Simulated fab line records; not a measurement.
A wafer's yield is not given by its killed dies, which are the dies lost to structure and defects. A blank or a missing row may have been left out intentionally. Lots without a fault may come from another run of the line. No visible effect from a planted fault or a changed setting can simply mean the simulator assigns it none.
Chamber matching    flow sky130    SKY_POLY_GATE_ETCH_17 on rie_si-02: 4 sister chambers
The step etches poly-Si in HBr/Cl2, stops on SiO2, target depth 180 nm, time 70.5 s. 4 wafers are shown with their chamber, then 8 later ones without.

WAFERS, EACH WITH ITS CHAMBER
wafer   chamber  drypump_motor_current_A (A)
L640.6  2        5.4
L642.6  0        6.3
L644.4  1        5.6
L645.1  3        6.0

WAFERS WITH NO CHAMBER GIVEN
wafer   drypump_motor_current_A (A)
L645.4  5.6
L645.5  5.9
L648.1  6.0
L648.4  5.6
L648.6  5.9
L656.4  5.4
L656.5  6.3
L656.6  5.9

CHAMBER TAKEN BY EACH
wafer   from the rows above  in truth
L645.4  1                    1
L645.5  3                    3
L648.1  3                    3
L648.4  1                    1
L648.6  3                    3
L656.4  2                    2
L656.5  0                    0
L656.6  3                    3
Placed correctly: 8 of 8. Left unplaced by these rows: 0. Wrongly placed: 0.
How it was worked out, from the rows above alone: a wafer's distance from a chamber is the root of the sum, over the readings, of the square of ((its reading less the chamber's mean) divided by the reading's scatter). If the next closest chamber is less than 2 further off than the closest, the wafer can't be placed; otherwise it belongs to the closest. A chamber's mean is the mean of its shown wafers. The scatter (one wafer shown for each chamber): square how far every hidden wafer sits from the nearest shown wafer, average those squares and take the square root.
